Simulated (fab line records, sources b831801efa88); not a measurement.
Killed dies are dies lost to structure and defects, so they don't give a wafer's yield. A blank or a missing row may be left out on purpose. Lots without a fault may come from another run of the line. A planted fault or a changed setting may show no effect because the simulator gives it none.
Which tool did it? | flow sky130 | 24 lots, 72 wafers sampled, at 4 steps of a route of 708

WHAT THE GAUGES READ, wafer by wafer
SKY_VIA1_OVL_MEAS_13.
lot  | measured     | on         | VIA1_OVL (nm)
L074 | day 34 03:42 | overlay-01 | -5 4 -8
L075 | day 34 10:28 | overlay-01 | -12 -12 -10
L076 | day 34 21:31 | overlay-01 | 4 7 2
L077 | day 35 06:49 | overlay-01 | -2 -8 -7
L078 | day 35 07:27 | overlay-01 | -3 6 0
L079 | day 35 19:10 | overlay-02 | -3 5 -1
L080 | day 36 06:52 | overlay-02 | -7 1 1
L081 | day 36 17:07 | overlay-02 | -4 0 -1
L082 | day 36 19:50 | overlay-02 | 0 0 -3
L083 | day 37 01:58 | overlay-02 | -2 -3 -1
L084 | day 37 06:40 | overlay-02 | 5 4 6
L085 | day 37 14:46 | overlay-02 | 1 0 4
L086 | day 37 23:28 | overlay-02 | 5 3 7
L087 | day 38 08:43 | overlay-02 | -8 4 -3
L088 | day 38 12:55 | overlay-02 | 1 1 1
L089 | day 39 04:01 | overlay-02 | -1 2 -2
L090 | day 39 12:04 | overlay-02 | 5 8 2
L091 | day 39 12:25 | overlay-02 | -2 1 -6
L092 | day 39 15:10 | overlay-02 | 1 -5 0
L093 | day 40 01:37 | overlay-02 | 3 -9 -11
L094 | day 40 06:52 | overlay-02 | -3 -11 -6
L095 | day 40 18:55 | overlay-02 | 3 -9 -6
L096 | day 41 07:37 | overlay-01 | 2 -5 2
L097 | day 41 14:01 | overlay-01 | 0 5 4

SKY_CAP2M_RS_MEAS_03: measures by four-point-probe.
lot  | measured     | on            | CAP2M_TIN_RS (ohm/sq)
L074 | day 39 21:21 | film_metro-04 | 6.89 6.90 6.85
L075 | day 40 02:55 | film_metro-03 | 6.85 6.74 6.77
L076 | day 40 14:27 | film_metro-02 | 7.01 6.90 6.99
L077 | day 40 23:37 | film_metro-02 | 6.92 6.90 6.87
L078 | day 41 00:23 | film_metro-03 | 6.94 6.85 6.81
L079 | day 41 12:09 | film_metro-03 | 6.76 6.85 6.76
L080 | day 41 22:25 | film_metro-03 | 7.10 6.87 7.02
L081 | day 42 08:12 | film_metro-02 | 6.91 6.88 6.96
L082 | day 42 09:33 | film_metro-04 | 6.93 7.01 6.91
L083 | day 42 15:17 | film_metro-02 | 6.86 6.99 6.84
L084 | day 42 19:18 | film_metro-02 | 6.90 6.82 6.81
L085 | day 43 02:28 | film_metro-04 | 6.87 6.95 6.98
L086 | day 43 09:56 | film_metro-04 | 7.01 6.91 6.97
L087 | day 43 17:16 | film_metro-04 | 7.02 6.95 6.93
L088 | day 43 20:59 | film_metro-03 | 7.00 7.01 7.01
L089 | day 44 10:54 | film_metro-03 | 6.72 6.96 6.74
L090 | day 44 18:50 | film_metro-03 | 6.95 7.01 6.94
L091 | day 44 20:05 | film_metro-04 | 7.00 6.94 6.99
L092 | day 44 21:10 | film_metro-02 | 6.85 6.89 6.89
L093 | day 45 07:01 | film_metro-02 | 6.85 7.00 7.00
L094 | day 45 11:17 | film_metro-04 | 6.96 7.01 6.97
L095 | day 45 22:51 | film_metro-04 | 6.90 6.85 6.90
L096 | day 46 09:00 | film_metro-03 | 6.85 6.82 6.90
L097 | day 46 14:38 | film_metro-04 | 6.96 6.98 6.97

SKY_METAL4_OVL_MEAS_14.
lot  | measured     | on         | METAL4_OVL (nm)
L074 | day 41 22:31 | overlay-02 | -2 -4 -2
L075 | day 42 03:54 | overlay-01 | 0 1 -2
L076 | day 42 15:19 | overlay-01 | -2 4 -6
L077 | day 42 23:56 | overlay-02 | 8 7 3
L078 | day 43 01:04 | overlay-02 | -4 -8 -6
L079 | day 43 12:18 | overlay-01 | 8 -5 3
L080 | day 43 21:16 | overlay-02 | -13 0 -9
L081 | day 44 06:16 | overlay-01 | 6 -3 2
L082 | day 44 07:53 | overlay-02 | 10 -1 3
L083 | day 44 13:16 | overlay-01 | 6 4 3
L084 | day 44 17:10 | overlay-02 | 0 4 0
L085 | day 45 00:07 | overlay-01 | 0 -5 -1
L086 | day 45 06:43 | overlay-01 | 9 16 -1
L087 | day 45 13:49 | overlay-02 | -4 -8 -3
L088 | day 45 17:07 | overlay-02 | 6 5 6
L089 | day 46 05:59 | overlay-02 | 9 2 -1
L090 | day 46 13:43 | overlay-01 | 2 -5 1
L091 | day 46 14:10 | overlay-02 | -4 -9 -3
L092 | day 46 16:07 | overlay-01 | -3 8 5
L093 | day 47 01:01 | overlay-01 | 1 18 6
L094 | day 47 04:39 | overlay-01 | 9 2 3
L095 | day 47 15:10 | overlay-02 | 6 -3 -1
L096 | day 48 01:48 | overlay-01 | 4 6 1
L097 | day 48 06:02 | overlay-01 | -9 -8 -7

SKY_VIA4_BOW_MEAS_03.
lot  | measured     | on            | VIA4_BOW (um)
L074 | day 42 00:01 | film_metro-02 | 83 71 83
L075 | day 42 05:31 | film_metro-02 | 80 89 87
L076 | day 42 17:27 | film_metro-02 | 75 77 76
L077 | day 43 01:26 | film_metro-02 | 83 77 73
L078 | day 43 02:35 | film_metro-02 | 77 69 72
L079 | day 43 13:50 | film_metro-04 | 75 79 85
L080 | day 43 22:46 | film_metro-04 | 80 87 81
L081 | day 44 08:28 | film_metro-01 | 73 85 80
L082 | day 44 09:49 | film_metro-04 | 67 75 83
L083 | day 44 14:50 | film_metro-02 | 83 83 75
L084 | day 44 19:05 | film_metro-02 | 88 65 66
L085 | day 45 01:37 | film_metro-04 | 72 69 78
L086 | day 45 08:21 | film_metro-01 | 94 87 83
L087 | day 45 15:34 | film_metro-04 | 68 66 73
L088 | day 45 18:47 | film_metro-01 | 83 89 82
L089 | day 46 07:32 | film_metro-04 | 75 73 76
L090 | day 46 15:26 | film_metro-01 | 85 79 68
L091 | day 46 15:59 | film_metro-01 | 68 85 75
L092 | day 46 17:49 | film_metro-01 | 78 76 55
L093 | day 47 02:33 | film_metro-01 | 90 90 84
L094 | day 47 06:11 | film_metro-02 | 67 73 72
L095 | day 47 16:45 | film_metro-01 | 77 69 67
L096 | day 48 03:22 | film_metro-02 | 66 88 68
L097 | day 48 07:36 | film_metro-01 | 86 66 73

WHICH TOOL RAN EACH LOT (tool, then ch and the chambers of the sampled wafers, then the start)
The record holds no process step before these readings.

WHAT THE TOOLS THEMSELVES READ (means of the sampled wafers that have a number; where no wafer has one, the mark that the record gives instead)
The record holds no such reading with a usual standard deviation.

THE ANSWER, worked out from the rows above alone
Rule: what is usual is taken from the lots themselves. Put in order of their means at a reading, lots are off if they are a third of the lots or fewer, leave a main group of 4 or more, and stand apart from it by a gap of 3 or more times the standard deviation of the main group's means; of several such gaps the widest counts. A main group whose means are all the same, to the digits that the tables above print for the reading, isn't used. A lot without any number at a reading at which 4 lots or more have one is off too. The other lots that the step has rows for count as sound. The gauges are gone through in route order, then the tools' own readings, and for those a lot's mean is taken as printed above. The first step at which some lot is off is used, and at that step the reading that is off furthest; a lot without a number counts as furthest.
No lot is off at any reading shown: from this, nothing can be told.

WHAT THE SIMULATOR HAD PUT IN
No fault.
